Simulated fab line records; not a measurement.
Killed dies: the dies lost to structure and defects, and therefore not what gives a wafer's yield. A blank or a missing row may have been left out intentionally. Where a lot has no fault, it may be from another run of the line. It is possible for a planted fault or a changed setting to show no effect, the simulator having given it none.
Which of the tools did it? :: flow gf180mcu :: 12 lots with 36 wafers sampled at 5 steps, on a route of 602 steps

== WHAT THE GAUGES SHOWED, per wafer ==
GF_VT_IMPLANT_OVL_MEAS_29. Usual: VT_IMPLANT_02_OVL gives 0.8 nm (standard deviation 1.2).
lot: L339
measured: day 6 19:08
on: overlay-01
VT_IMPLANT_02_OVL (nm): 0.4 -1.9 -0.5
flag: 

lot: L340
measured: day 7 06:33
on: overlay-01
VT_IMPLANT_02_OVL (nm): 0.9 2.3 1.7
flag: 

lot: L341
measured: day 7 15:14
on: overlay-02
VT_IMPLANT_02_OVL (nm): 1.5 2.4 3.6
flag: 

lot: L342
measured: day 7 17:29
on: overlay-01
VT_IMPLANT_02_OVL (nm): -0.5 -0.1 0.9
flag: 

lot: L343
measured: day 8 01:29
on: overlay-01
VT_IMPLANT_02_OVL (nm): -0.7 -1.9 -0.7
flag: 

lot: L352
measured: day 10 10:26
on: overlay-01
VT_IMPLANT_02_OVL (nm): -0.6 0.1 -1.1
flag: 

lot: L353
measured: day 10 15:38
on: overlay-01
VT_IMPLANT_02_OVL (nm): 0.1 1.8 -0.3
flag: 

lot: L354
measured: day 10 21:11
on: overlay-02
VT_IMPLANT_02_OVL (nm): 0.4 0.9 2.3
flag: 

lot: L356
measured: day 11 11:35
on: overlay-02
VT_IMPLANT_02_OVL (nm): 0.5 1.4 1.6
flag: 

lot: L359
measured: day 12 03:01
on: overlay-02
VT_IMPLANT_02_OVL (nm): 1.2 1.8 1.9
flag: 

lot: L361
measured: day 12 17:41
on: overlay-01
VT_IMPLANT_02_OVL (nm): 0.2 1.8 -0.5
flag: 

lot: L362
measured: day 13 02:53
on: overlay-02
VT_IMPLANT_02_OVL (nm): 0.3 -0.1 3.4
flag: 

GF_VT_IMPLANT_TW_MEAS_43. Usual: VT_IMPLANT_4_TW gives 688 (standard deviation 7.4).
lot: L339
measured: day 7 11:05
on: film metro-01
VT_IMPLANT_4_TW: 698 699 700
flag: 

lot: L340
measured: day 7 22:35
on: film metro-02
VT_IMPLANT_4_TW: 689 682 685
flag: 

lot: L341
measured: day 8 07:42
on: film metro-03
VT_IMPLANT_4_TW: 686 685 685
flag: 

lot: L342
measured: day 8 10:25
on: film metro-02
VT_IMPLANT_4_TW: 683 686 680
flag: 

lot: L343
measured: day 8 18:37
on: film metro-01
VT_IMPLANT_4_TW: 697 696 698
flag: 

lot: L352
measured: day 11 04:05
on: film metro-02
VT_IMPLANT_4_TW: 676 677 674
flag: 

lot: L353
measured: day 11 09:53
on: film metro-03
VT_IMPLANT_4_TW: 686 685 684
flag: 

lot: L354
measured: day 11 16:16
on: film metro-01
VT_IMPLANT_4_TW: 694 694 697
flag: 

lot: L356
measured: day 12 06:47
on: film metro-02
VT_IMPLANT_4_TW: 681 679 680
flag: 

lot: L359
measured: day 12 22:20
on: film metro-02
VT_IMPLANT_4_TW: 682 682 678
flag: 

lot: L361
measured: day 13 14:17
on: film metro-02
VT_IMPLANT_4_TW: 682 683 683
flag: 

lot: L362
measured: day 13 23:58
on: film metro-03
VT_IMPLANT_4_TW: 688 685 689
flag: 

GF_HV_LDD_RS_MEAS_53: a four-point-probe measurement. Usual: HV_LDD_RS gives 418.4 ohm/sq (standard deviation 0.96).
lot: L339
measured: day 12 07:47
on: film metro-01
HV_LDD_RS (ohm/sq): 418.7 418.4 418.5
flag: 

lot: L340
measured: day 12 22:14
on: film metro-03
HV_LDD_RS (ohm/sq): 419.2 419.9 419.3
flag: 

lot: L341
measured: day 13 14:55
on: film metro-03
HV_LDD_RS (ohm/sq): 419.2 418.8 419.1
flag: 

lot: L342
measured: day 13 16:42
on: film metro-01
HV_LDD_RS (ohm/sq): 418.3 418.7 418.2
flag: 

lot: L343
measured: day 14 04:00
on: film metro-01
HV_LDD_RS (ohm/sq): 417.5 417.7 415.8
flag: 

lot: L352
measured: day 16 18:33
on: film metro-03
HV_LDD_RS (ohm/sq): 416.3 415.2 414.7
flag: OFF

lot: L353
measured: day 17 03:17
on: film metro-01
HV_LDD_RS (ohm/sq): 415.4 414.5 414.0
flag: OFF

lot: L354
measured: day 17 08:05
on: film metro-03
HV_LDD_RS (ohm/sq): 418.3 419.3 420.2
flag: 

lot: L356
measured: day 18 02:20
on: film metro-01
HV_LDD_RS (ohm/sq): 417.6 417.8 418.0
flag: 

lot: L359
measured: day 18 19:01
on: film metro-01
HV_LDD_RS (ohm/sq): 416.9 417.3 417.5
flag: 

lot: L361
measured: day 19 14:27
on: film metro-03
HV_LDD_RS (ohm/sq): 418.5 418.9 417.5
flag: 

lot: L362
measured: day 20 03:37
on: film metro-03
HV_LDD_RS (ohm/sq): 417.4 417.2 417.7
flag: 

== WHICH TOOL RAN EACH LOT (tool, then ch and the chambers of the sampled wafers, then the start) ==
lot: L339
GF_HV_LDD_IMPLANT_34: implanter-01 ch 0, day 11 11:31
GF_HV_LDD_STRIP_49: plasma asher-02 ch 0,1, day 12 07:25

lot: L340
GF_HV_LDD_IMPLANT_34: implanter-04 ch 0, day 12 01:36
GF_HV_LDD_STRIP_49: plasma asher-04 ch 1, day 12 21:56

lot: L341
GF_HV_LDD_IMPLANT_34: implanter-01 ch 0, day 12 17:23
GF_HV_LDD_STRIP_49: plasma asher-02 ch 0,1, day 13 14:38

lot: L342
GF_HV_LDD_IMPLANT_34: implanter-01 ch 0, day 12 19:28
GF_HV_LDD_STRIP_49: plasma asher-04 ch 0,1, day 13 16:25

lot: L343
GF_HV_LDD_IMPLANT_34: implanter-02 ch 0, day 13 06:49
GF_HV_LDD_STRIP_49: plasma asher-02 ch 0,1, day 14 03:43

lot: L352
GF_HV_LDD_IMPLANT_34: implanter-02 ch 0, day 15 19:05
GF_HV_LDD_STRIP_49: plasma asher-02 ch 0,1, day 16 18:16

lot: L353
GF_HV_LDD_IMPLANT_34: implanter-02 ch 0, day 16 03:37
GF_HV_LDD_STRIP_49: plasma asher-04 ch 0,1, day 17 03:00

lot: L354
GF_HV_LDD_IMPLANT_34: implanter-01 ch 0, day 16 08:20
GF_HV_LDD_STRIP_49: plasma asher-01 ch 0,1, day 17 07:49

lot: L356
GF_HV_LDD_IMPLANT_34: implanter-01 ch 0, day 17 01:46
GF_HV_LDD_STRIP_49: plasma asher-01 ch 0,1, day 18 01:58

lot: L359
GF_HV_LDD_IMPLANT_34: implanter-01 ch 0, day 17 18:35
GF_HV_LDD_STRIP_49: plasma asher-02 ch 0,1, day 18 18:43

lot: L361
GF_HV_LDD_IMPLANT_34: implanter-04 ch 0, day 18 13:17
GF_HV_LDD_STRIP_49: plasma asher-02 ch 0,1, day 19 14:10

lot: L362
GF_HV_LDD_IMPLANT_34: implanter-01 ch 0, day 19 02:28
GF_HV_LDD_STRIP_49: plasma asher-01 ch 0,1, day 20 03:17
- GF_HV_LDD_IMPLANT_34
- GF_HV_LDD_STRIP_49: strips in O2/N2.

== AS READ BY THE TOOLS THEMSELVES (means over the sampled wafers that have a number; for cases with no such wafer, the mark the record gives instead) ==
GF_HV_LDD_IMPLANT_34. Usual: beam on s 10.00 s, standard deviation 0.21; dose ions cm2 7.502e+12, standard deviation 8.5e+09; faraday current uA 42.3, standard deviation 0.86.
lot: L339
tool: implanter-01
beam on s (s): 10.08
dose ions cm2: 7.520e+12
faraday current uA: 41.9
flag: 

lot: L340
tool: implanter-04
beam on s (s): 10.11
dose ions cm2: 7.506e+12
faraday current uA: 41.9
flag: 

lot: L341
tool: implanter-01
beam on s (s): 9.97
dose ions cm2: 7.503e+12
faraday current uA: 42.2
flag: 

lot: L342
tool: implanter-01
beam on s (s): 9.99
dose ions cm2: 7.503e+12
faraday current uA: 42.4
flag: 

lot: L343
tool: implanter-02
beam on s (s): 9.85
dose ions cm2: 7.501e+12
faraday current uA: 42.9
flag: 

lot: L352
tool: implanter-02
beam on s (s): 10.00
dose ions cm2: 8.685e+12
faraday current uA: 49.1
flag: OFF

lot: L353
tool: implanter-02
beam on s (s): 10.19
dose ions cm2: 8.683e+12
faraday current uA: 48.0
flag: OFF

lot: L354
tool: implanter-01
beam on s (s): 9.99
dose ions cm2: 7.507e+12
faraday current uA: 42.4
flag: 

lot: L356
tool: implanter-01
beam on s (s): 10.01
dose ions cm2: 7.490e+12
faraday current uA: 42.4
flag: 

lot: L359
tool: implanter-01
beam on s (s): 9.99
dose ions cm2: 7.503e+12
faraday current uA: 42.2
flag: 

lot: L361
tool: implanter-04
beam on s (s): 9.84
dose ions cm2: 7.495e+12
faraday current uA: 42.8
flag: 

lot: L362
tool: implanter-01
beam on s (s): 10.07
dose ions cm2: 7.508e+12
faraday current uA: 42.0
flag: 

GF_HV_LDD_STRIP_49. Usual: drypump motor current A 5.7 A, standard deviation 0.45; heater power w 317 W, standard deviation 33; oes product au 0.716 a.u., standard deviation 0.0043; strip time to endpoint s 12.62 s, standard deviation 0.032.
lot: L339
tool: plasma asher-02
drypump motor current A (A): 6.3
heater power w (W): 300
oes product au (a.u.): 0.713
strip time to endpoint s (s): 12.58
flag: 

lot: L340
tool: plasma asher-04
drypump motor current A (A): 5.2
heater power w (W): 367
oes product au (a.u.): 0.715
strip time to endpoint s (s): 12.58
flag: 

lot: L341
tool: plasma asher-02
drypump motor current A (A): 6.2
heater power w (W): 290
oes product au (a.u.): 0.721
strip time to endpoint s (s): 12.63
flag: 

lot: L342
tool: plasma asher-04
drypump motor current A (A): 5.4
heater power w (W): 340
oes product au (a.u.): 0.714
strip time to endpoint s (s): 12.63
flag: 

lot: L343
tool: plasma asher-02
drypump motor current A (A): 6.2
heater power w (W): 300
oes product au (a.u.): 0.722
strip time to endpoint s (s): 12.64
flag: 

lot: L352
tool: plasma asher-02
drypump motor current A (A): 6.2
heater power w (W): 290
oes product au (a.u.): 0.717
strip time to endpoint s (s): 12.60
flag: 

lot: L353
tool: plasma asher-04
drypump motor current A (A): 5.3
heater power w (W): 359
oes product au (a.u.): 0.717
strip time to endpoint s (s): 12.65
flag: 

lot: L354
tool: plasma asher-01
drypump motor current A (A): 5.3
heater power w (W): 331
oes product au (a.u.): 0.717
strip time to endpoint s (s): 12.63
flag: 

lot: L356
tool: plasma asher-01
drypump motor current A (A): 5.3
heater power w (W): 329
oes product au (a.u.): 0.718
strip time to endpoint s (s): 12.63
flag: 

lot: L359
tool: plasma asher-02
drypump motor current A (A): 6.2
heater power w (W): 298
oes product au (a.u.): 0.719
strip time to endpoint s (s): 12.64
flag: 

lot: L361
tool: plasma asher-02
drypump motor current A (A): 6.3
heater power w (W): 291
oes product au (a.u.): 0.715
strip time to endpoint s (s): 12.60
flag: 

lot: L362
tool: plasma asher-01
drypump motor current A (A): 5.3
heater power w (W): 324
oes product au (a.u.): 0.720
strip time to endpoint s (s): 12.66
flag: 

== THE ANSWER, worked out from the rows above alone ==
Rule: a lot is off if the mean of its wafers that have a number lies more than 3 standard deviations from the usual mean. A lot without any number at a reading at which 4 lots or more have one is off too. All remaining lots with rows at the step are treated as sound. After the gauges, taken in route order, come the tools' own readings; for these a lot's mean is taken, as printed above. At the first step where some lot is off, the reading lying furthest off is the one used; lots without a number count as furthest.
Off: at GF_HV_LDD_RS_MEAS_53 (HV_LDD_RS), L352, L353.
If a tool, at a process step before that reading, ran all the lots that are off and no sound lot after the first of them, it fits. Not tried: the gauges at GF_HV_LDD_RS_MEAS_53; whatever is off there is also off at GF_HV_LDD_IMPLANT_34, on other tools, and gauge error can't account for it. One candidate fits, namely implanter-02 at GF_HV_LDD_IMPLANT_34. Its last sound lot is L343 (day 13 06:49), its first lot that is off L352 (day 15 19:05): a fault that began between those two fits.
The tool's own readings at GF_HV_LDD_IMPLANT_34 bear it out: on the lots that are off they differ by more than 5 times the standard deviation of the sound lots' means. dose ions cm2 reads 8.684e+12 there against 7.504e+12 on the sound lots; faraday current uA reads 48.5 there against 42.3 on the sound lots.

== WHAT WAS PUT IN BY THE SIMULATOR ==
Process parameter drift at GF_HV_LDD_IMPLANT_34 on implanter-02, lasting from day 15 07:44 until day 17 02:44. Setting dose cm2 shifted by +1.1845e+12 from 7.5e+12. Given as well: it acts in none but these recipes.
Shown lots that were struck: L352, L353. This agrees with what the rule above found.
